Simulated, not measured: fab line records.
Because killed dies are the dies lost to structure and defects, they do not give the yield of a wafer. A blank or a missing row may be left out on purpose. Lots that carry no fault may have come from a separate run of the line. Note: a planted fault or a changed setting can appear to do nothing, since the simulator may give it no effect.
Comparing a struck lot with a sound one ; flow sky130 ; 15 steps out of a route of 708
Sound: wafers L821.3, L821.4, L821.5. Struck: wafer L822.2. (L822.3, L822.5 of the same lot were not struck and are left out.) The cause comes at the end.
Order at every step that has rows: each side's tool, ch and its chambers, its first start. Under that, the readings that differ: sound wafers ; struck wafers ; difference of the means ; sigmas: that difference in standard deviations of wafers without a fault.
alike: a reading whose means differ by less than 2 such deviations, as well as words and numbers matching on both sides. not compared: withheld readings; readings where some wafer has no value; bounds like >300 that might hide an equal value; numbers whose values overlap and for which the record gives no deviation.
A row with sigmas, a row that says differs or no value, or rows on one side alone: a step with any of these is where the two part. Non-overlapping numbers with no deviation appear without sigmas and do not part them. A reading missing from all wafers of one side parts the sides only when that side holds two or more wafers.

first, 8 steps without rows for these wafers: SKY_METAL4_DEHYDRATE_05 (time 60 s); SKY_METAL4_HMDS_06 (prime time 60 s); SKY_METAL4_COAT_07 (resist thk 60 nm); SKY_METAL4_COAT_08 (resist thk 1140 nm); SKY_METAL4_SOFTBAKE_09 (time 90 s); SKY_METAL4_EXPOSE_10 (exposes mask MM4, target cd 300 nm); SKY_METAL4_PEB_11; SKY_METAL4_DEVELOP_12 (develop time 60 s).
SKY_METAL4_CD_MEAS_13: target cd 300 nm.
  sound on cd-sem-02 at day 46 11:49; struck on cd-sem-01 at day 46 15:01
reading;sound;struck;difference;sigmas
cd-nm (nm);296.7 297.5 296.7;301.8;+4.8;+3
SKY_METAL4_OVL_MEAS_14:
  sound on overlay-02 at day 46 11:55; struck on overlay-01 at day 46 15:08
  alike: METAL4_OVL
SKY_METAL4_DESCUM_15: chemistry O2, time 8 s.
  sound on rie-metal-02 ch 0,1, day 46 11:57; struck on rie-metal-04 ch 0, day 46 15:10
reading;sound;struck;difference;sigmas
rf-hours-counter-h (h);- - -;15;no value on the sound wafers;
  alike: drypump-motor-current-A, oes-product-au
SKY_METAL4_ETCH_16: etches BARC in N2/H2, stops on SiO2, time 88.2 s, target depth 60 nm.
  sound on rie-metal-02 ch 0,1, day 46 12:00; struck on rie-metal-04 ch 0, day 46 15:11
reading;sound;struck;difference;sigmas
rf-hours-counter-h (h);- - -;16;no value on the sound wafers;
  alike: bias-w, drypump-motor-current-A, oes-product-au, throttle-valve-pct
SKY_METAL4_ETCH_17: etches SiO2 in C4F8/O2/Ar, stops on TiN, time 3.9 s, target depth 15 nm.
  sound on rie-diel-03 ch 0,2,3, day 46 12:04; struck on rie-diel-02 ch 1, day 46 15:17
reading;sound;struck;difference;sigmas
bias-w (W);1198 1194 1198;1235;+38;+11
  alike: oes-product-au
  not compared: rf-hours-counter-h
SKY_METAL4_METAL_ETCH_18: etches the open film in Cl2/BCl3, stops on SiO2, target depth 845 nm, time 183.1 s.
  sound on rie-metal-03 ch 0,1, day 46 12:09; struck on rie-metal-02 ch 0, day 46 15:19
reading;sound;struck;difference;sigmas
oes-product-au (a.u.);0.860 0.859 0.861;0.872;+0.012;+2
rf-hours-counter-h (h);- - -;22;no value on the sound wafers;
throttle-valve-pct (%);22.242 22.263 22.257;22.273;+0.019;+2
  alike: bias-w, drypump-motor-current-A
-- the record jumps here: 3 days lie between the struck wafers' starts before and after (it left off in module METAL4 and takes up again in module PAD_OPEN, whose first step shown is number 708 of the route) --
SKY_PAD_OPEN_PROBE_99:
  sound on prober-01 at day 49 21:57; struck on prober-02 at day 50 00:19
reading;sound;struck;difference;sigmas
sort_bin_3_pad_short (%);0.4 1.2 1.0;0;-1;-2
  alike: defect-limited-yield, killed_at_M0_to_M3, killed_at_M4_up, killed-at-contacts, killed-at-front-end, killed-at-other, killed-dies, killed-open, killed-short, sort_bin_5_function, sort_bin_6_memory, sort-n-pass, sort-yield-pct

## WHERE THEY PART
First at SKY_METAL4_CD_MEAS_13; last, within this record, at SKY_PAD_OPEN_PROBE_99.

WHY: what the simulator had put in
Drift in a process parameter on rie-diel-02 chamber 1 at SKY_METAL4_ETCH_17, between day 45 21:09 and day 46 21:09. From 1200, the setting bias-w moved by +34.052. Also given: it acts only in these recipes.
